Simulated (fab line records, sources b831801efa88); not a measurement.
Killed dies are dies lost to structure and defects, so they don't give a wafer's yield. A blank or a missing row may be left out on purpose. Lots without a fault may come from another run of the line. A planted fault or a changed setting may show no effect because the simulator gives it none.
Which tool did it? | flow gf180mcu | 14 lots, 42 wafers sampled, at 4 steps of a route of 602

WHAT THE GAUGES READ, wafer by wafer
GF_SALICIDE_THK_MEAS_05: measures by xrf. Usual: SALICIDE_TIN_THK 20.04 nm, standard deviation 0.21.
lot  | measured     | on            | SALICIDE_TIN_THK (nm) | flag
L409 | day 14 22:54 | film_metro-03 | 20.25 20.26 20.50     |
L410 | day 15 13:37 | film_metro-03 | 19.98 20.14 19.95     |
L413 | day 16 11:02 | film_metro-03 | 20.11 19.71 19.87     |
L414 | day 16 16:34 | film_metro-01 | 19.81 19.98 19.85     |
L415 | day 17 07:44 | film_metro-03 | 20.27 20.26 20.38     |
L416 | day 17 14:59 | film_metro-01 | 19.80 19.81 19.94     |
L418 | day 18 07:22 | film_metro-04 | 19.85 19.87 20.06     |
L419 | day 18 19:25 | film_metro-04 | 20.40 20.21 20.16     |
L429 | day 22 06:48 | film_metro-03 | 20.18 19.92 19.88     |
L430 | day 22 17:57 | film_metro-01 | 20.04 19.94 19.99     |
L431 | day 23 02:21 | film_metro-03 | 20.21 20.00 20.30     |
L432 | day 23 09:04 | film_metro-01 | 19.41 19.90 19.86     |

GF_CONTACT_BOW_MEAS_05. Usual: CONTACT_BOW 64 um, standard deviation 6.3.
lot  | measured     | on            | CONTACT_BOW (um) | flag
L409 | day 14 23:47 | film_metro-02 | 70 58 57         |
L410 | day 15 14:37 | film_metro-01 | 70 64 66         |
L413 | day 16 11:55 | film_metro-04 | 70 62 66         |
L414 | day 16 17:28 | film_metro-01 | 63 66 66         |
L415 | day 17 08:38 | film_metro-02 | 76 64 69         |
L416 | day 17 15:53 | film_metro-02 | 62 52 63         |
L418 | day 18 08:16 | film_metro-04 | 69 69 55         |
L419 | day 18 20:18 | film_metro-01 | 61 69 63         |
L429 | day 22 07:41 | film_metro-02 | 71 75 75         |
L430 | day 22 18:50 | film_metro-02 | 64 59 60         |
L431 | day 23 03:20 | film_metro-02 | 61 71 58         |
L432 | day 23 09:57 | film_metro-01 | 63 62 76         |

WHICH TOOL RAN EACH LOT (tool, then ch and the chambers of the sampled wafers, then the start)
lot  | GF_POLY_GATE_EXPOSE_07            | GF_SALICIDE_RTA_06
L409 | krf_scanner-02 ch 0, day 8 17:03  | rtp_anneal-02 ch 0, day 14 22:58
L410 | krf_scanner-02 ch 0, day 9 04:36  | rtp_anneal-01 ch 0, day 15 13:41
L413 | krf_scanner-01 ch 0, day 9 23:05  | rtp_anneal-01 ch 0, day 16 11:06
L414 | krf_scanner-02 ch 0, day 10 03:55 | rtp_anneal-01 ch 0, day 16 16:38
L415 | krf_scanner-01 ch 0, day 10 13:24 | rtp_anneal-01 ch 0, day 17 07:49
L416 | krf_scanner-01 ch 0, day 10 21:49 | rtp_anneal-01 ch 0, day 17 15:03
L418 | krf_scanner-02 ch 0, day 11 09:58 | rtp_anneal-02 ch 0, day 18 07:26
L419 | krf_scanner-02 ch 0, day 11 19:26 | rtp_anneal-02 ch 0, day 18 19:29
L427 | krf_scanner-02, day 14 06:10      | -
L428 | krf_scanner-02, day 14 12:44      | -
L429 | krf_scanner-02 ch 0, day 14 17:26 | rtp_anneal-01 ch 0, day 22 06:52
L430 | krf_scanner-01 ch 0, day 14 23:37 | rtp_anneal-01 ch 0, day 22 18:01
L431 | krf_scanner-01 ch 0, day 15 09:51 | rtp_anneal-01 ch 0, day 23 02:25
L432 | krf_scanner-01 ch 0, day 15 16:50 | rtp_anneal-02 ch 0, day 23 09:07
- GF_POLY_GATE_EXPOSE_07: exposes mask Poly2, target cd 280 nm.
- GF_SALICIDE_RTA_06: time 30 s.

WHAT THE TOOLS THEMSELVES READ (means of the sampled wafers that have a number; where no wafer has one, the mark that the record gives instead)
GF_POLY_GATE_EXPOSE_07. Usual: exposure_dose_mJ_cm2 28.260, standard deviation 0.026; focus_offset_nm 0.0 nm, standard deviation 0.57.
lot  | tool           | exposure_dose_mJ_cm2 | focus_offset_nm (nm) | flag
L409 | krf_scanner-02 | 28.263               | 0.4                  |
L410 | krf_scanner-02 | 28.257               | -0.4                 |
L413 | krf_scanner-01 | 28.265               | -0.4                 |
L414 | krf_scanner-02 | 28.251               | 0.6                  |
L415 | krf_scanner-01 | 28.265               | 0.7                  |
L416 | krf_scanner-01 | 28.262               | -0.8                 |
L418 | krf_scanner-02 | 28.245               | 0.9                  |
L419 | krf_scanner-02 | 28.272               | 0.3                  |
L427 | krf_scanner-02 | -                    | -                    | OFF
L428 | krf_scanner-02 | -                    | -                    | OFF
L429 | krf_scanner-02 | 28.258               | 0.4                  |
L430 | krf_scanner-01 | 28.246               | -0.5                 |
L431 | krf_scanner-01 | 28.286               | 0.0                  |
L432 | krf_scanner-01 | 28.269               | 0.1                  |

GF_SALICIDE_RTA_06. Usual: lamp_power_pct 6.12 %, standard deviation 0.17; wafer_temp_C_max 533.5, standard deviation 1.6.
lot  | tool          | lamp_power_pct (%) | wafer_temp_C_max | flag
L409 | rtp_anneal-02 | 5.89               | 531.6            |
L410 | rtp_anneal-01 | 6.23               | 534.8            |
L413 | rtp_anneal-01 | 6.24               | 534.6            |
L414 | rtp_anneal-01 | 6.24               | 534.6            |
L415 | rtp_anneal-01 | 6.24               | 535.3            |
L416 | rtp_anneal-01 | 6.24               | 533.8            |
L418 | rtp_anneal-02 | 5.89               | 531.8            |
L419 | rtp_anneal-02 | 5.89               | 531.5            |
L429 | rtp_anneal-01 | 6.24               | 534.0            |
L430 | rtp_anneal-01 | 6.24               | 534.3            |
L431 | rtp_anneal-01 | 6.24               | 535.4            |
L432 | rtp_anneal-02 | 5.89               | 531.6            |

THE ANSWER, worked out from the rows above alone
Rule: a lot is off if the mean of its wafers that have a number lies more than 3 standard deviations from the usual mean. A lot without any number at a reading at which 4 lots or more have one is off too. The other lots that the step has rows for count as sound. The gauges are gone through in route order, then the tools' own readings, and for those a lot's mean is taken as printed above. The first step at which some lot is off is used, and at that step the reading that is off furthest; a lot without a number counts as furthest.
Off: L427, L428, at GF_POLY_GATE_EXPOSE_07 (exposure_dose_mJ_cm2). Without a number there: L427, L428.
A tool fits if, at that step or a process step before it, it ran every lot that is off, and no sound lot after the first of them. None of those tried fits.

WHAT THE SIMULATOR HAD PUT IN
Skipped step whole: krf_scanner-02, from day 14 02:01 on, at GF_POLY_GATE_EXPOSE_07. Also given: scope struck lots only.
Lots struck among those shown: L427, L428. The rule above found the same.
